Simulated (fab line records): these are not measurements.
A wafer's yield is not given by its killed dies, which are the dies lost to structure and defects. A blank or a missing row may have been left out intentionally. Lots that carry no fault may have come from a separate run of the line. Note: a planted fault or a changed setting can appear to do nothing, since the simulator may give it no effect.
Check for tools in common + flow gf180mcu + 30 wafers sampled across 10 lots

THE REASON FOR OPENING IT
GF_TOP_METAL_RS_MEAS_05, reading TOP_METAL_ALCU_RS: flagged on 3 of 10 lots. Wafers without a fault read 0.0327 ohm/sq, standard deviation 0.00042.
Rule: flag the lot when none of its wafers has a number, or when each of its wafers that has one lies beyond 4 standard deviations from that mean. As for the other lots, they are considered sound.

| lot  | measured     | on            | TOP_METAL_ALCU_RS (ohm/sq), wafer by wafer | flag    |
|------|--------------|---------------|--------------------------------------------|---------|
| L798 | day 27 18:26 | film-metro-04 | 0.0328 0.0321 0.0321                       |         |
| L799 | day 28 06:33 | film-metro-02 | 0.0323 0.0330 0.0321                       |         |
| L804 | day 29 16:37 | film-metro-04 | 0.0321 0.0331 0.0326                       |         |
| L810 | day 31 08:19 | film-metro-04 | 0.0383 0.0387 0.0384                       | FLAGGED |
| L813 | day 32 00:08 | film-metro-03 | 0.0387 0.0384 0.0386                       | FLAGGED |
| L814 | day 32 06:04 | film-metro-04 | 0.0382 0.0382 0.0385                       | FLAGGED |
| L816 | day 32 19:04 | film-metro-04 | 0.0326 0.0330 0.0324                       |         |
| L817 | day 33 02:12 | film-metro-04 | 0.0318 0.0334 0.0329                       |         |
| L818 | day 33 03:39 | film-metro-02 | 0.0326 0.0323 0.0322                       |         |
| L820 | day 33 14:21 | film-metro-02 | 0.0338 0.0333 0.0338                       |         |
The numbers of the flagged lots are 0.0384 ohm/sq on average: +0.0057 ohm/sq against the usual, or +14 standard deviations.

WHICH TOOL EACH LOT WENT THROUGH
The record holds 2 process steps before the reading, out of a route of 602 steps. Every cell lists first the tool, next ch and the chambers used by the sampled wafers, and last the start.
| lot  | flag    | GF_V5_STRIP_18                       | GF_TOP_METAL_SPUTTER_02      |
|------|---------|--------------------------------------|------------------------------|
| L798 |         | plasma-asher-02 ch 0,1, day 27 16:58 | pvd-sputter-01, day 27 18:19 |
| L799 |         | plasma-asher-01 ch 0,1, day 28 05:05 | pvd-sputter-01, day 28 06:26 |
| L804 |         | plasma-asher-03 ch 0,1, day 29 15:10 | pvd-sputter-04, day 29 16:32 |
| L810 | FLAGGED | plasma-asher-01 ch 0,1, day 31 06:52 | pvd-sputter-01, day 31 08:14 |
| L813 | FLAGGED | plasma-asher-01 ch 0,1, day 31 22:41 | pvd-sputter-01, day 32 00:02 |
| L814 | FLAGGED | plasma-asher-02 ch 0,1, day 32 04:35 | pvd-sputter-01, day 32 05:55 |
| L816 |         | plasma-asher-01 ch 0,1, day 32 17:31 | pvd-sputter-03, day 32 18:58 |
| L817 |         | plasma-asher-03 ch 0,1, day 33 00:40 | pvd-sputter-03, day 33 02:04 |
| L818 |         | plasma-asher-01 ch 0,1, day 33 02:05 | pvd-sputter-04, day 33 03:34 |
| L820 |         | plasma-asher-02 ch 1, day 33 12:53   | pvd-sputter-03, day 33 14:14 |
What the steps here do:
- GF_V5_STRIP_18: strips in O2/N2.
- GF_TOP_METAL_SPUTTER_02: material AlCu, target thk 900 nm, time 47.82 s.
- GF_TOP_METAL_RS_MEAS_05: measures by four-point-probe.

FLAGGED AGAINST TOTAL, ONE TOOL AT A TIME (gauges that did the reading follow at the end)
| step                    | tool            | lots run | flagged | share of the flagged lots | sound lots run after its first flagged lot |
|-------------------------|-----------------|----------|---------|---------------------------|--------------------------------------------|
| GF_V5_STRIP_18          | plasma-asher-01 | 5        | 2       | some                      | 2 (L816,L818)                              |
| GF_V5_STRIP_18          | plasma-asher-02 | 3        | 1       | some                      | 1 (L820)                                   |
| GF_V5_STRIP_18          | plasma-asher-03 | 2        | 0       | none                      | -                                          |
| GF_TOP_METAL_SPUTTER_02 | pvd-sputter-01  | 5        | 3       | all                       | 0                                          |
| GF_TOP_METAL_SPUTTER_02 | pvd-sputter-03  | 3        | 0       | none                      | -                                          |
| GF_TOP_METAL_SPUTTER_02 | pvd-sputter-04  | 2        | 0       | none                      | -                                          |
| GF_TOP_METAL_RS_MEAS_05 | film-metro-02   | 3        | 0       | none                      | -                                          |
| GF_TOP_METAL_RS_MEAS_05 | film-metro-03   | 1        | 1       | some                      | 0                                          |
| GF_TOP_METAL_RS_MEAS_05 | film-metro-04   | 6        | 2       | some                      | 2 (L816,L817)                              |

WHAT THE TABLE ALLOWS
All flagged lots share 1 row of the table, namely pvd-sputter-01 at GF_TOP_METAL_SPUTTER_02.
- pvd-sputter-01 at GF_TOP_METAL_SPUTTER_02: 3 of its 5 lots flagged. A fault beginning between L799 (day 28 06:26), its last sound lot, and L810 (day 31 08:14), its first flagged one, fits the data. Its own readings lie more than 4 standard deviations out on every wafer of the flagged lots: cathode-dc-power-W.
What remains is a single tool, pvd-sputter-01 at GF_TOP_METAL_SPUTTER_02.

WHAT THE SIMULATOR HAD PUT IN
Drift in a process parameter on pvd-sputter-01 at GF_TOP_METAL_SPUTTER_02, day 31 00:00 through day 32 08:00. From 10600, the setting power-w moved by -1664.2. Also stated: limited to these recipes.
Shown lots that were struck: L810, L813, L814. This agrees with what the rule above found.
